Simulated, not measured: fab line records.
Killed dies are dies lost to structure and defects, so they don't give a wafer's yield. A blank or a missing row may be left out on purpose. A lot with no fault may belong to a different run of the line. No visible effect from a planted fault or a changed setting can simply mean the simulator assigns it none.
Which tool is to blame? -- flow gf180mcu -- Sampling: 6 lots, 18 wafers, 2 of 602 route steps

## WHAT THE GAUGES SHOWED, per wafer
GF_MVSD_OVL_MEAS_07.
lot,measured,on,MVSD_OVL (nm)
L457,day 4 16:02,overlay-02,0.9 -0.7 0.3
L459,day 5 03:23,overlay-01,-2.1 -1.2 -2.6
L470,day 7 17:21,overlay-02,0.7 1.8 1.4
L472,day 8 08:14,overlay-02,2.7 1.9 1.8
L475,day 9 00:35,overlay-02,-1.2 0.3 0.3
L477,day 9 12:01,overlay-01,2.1 1.0 1.5

## WHAT TOOL EACH LOT RAN ON (gives the tool, then ch and the chambers of the sampled wafers, and finally the start)
lot,GF_MVSD_EXPOSE_04
L457,"ilineStepper-02 ch 0, day 4 09:17"
L459,"ilineStepper-01 ch 0, day 4 20:17"
L470,"ilineStepper-02 ch 0, day 7 09:59"
L472,"ilineStepper-02 ch 0, day 7 23:53"
L475,"ilineStepper-01 ch 0, day 8 16:52"
L477,"ilineStepper-02 ch 0, day 9 03:23"
- GF_MVSD_EXPOSE_04: exposes mask MVSD, target cd 1000 nm.

## THE ANSWER, worked out from the rows above alone
Rule: usual is defined by the lots themselves. Put in order of their means at a reading, lots are off if they are a third of the lots or fewer, leave a main group of 4 or more, and stand apart from it by a gap of 3 or more times the standard deviation of the main group's means; of several such gaps the widest counts. If all means in a main group match to the digits the tables above print for the reading, that group is not used. Also off: a lot with no number at a reading for which 4 or more lots have one. Any other lot the step has rows for is counted as sound.
Nothing can be told from this: no lot is off at any reading shown.

## WHAT THE SIMULATOR PUT IN
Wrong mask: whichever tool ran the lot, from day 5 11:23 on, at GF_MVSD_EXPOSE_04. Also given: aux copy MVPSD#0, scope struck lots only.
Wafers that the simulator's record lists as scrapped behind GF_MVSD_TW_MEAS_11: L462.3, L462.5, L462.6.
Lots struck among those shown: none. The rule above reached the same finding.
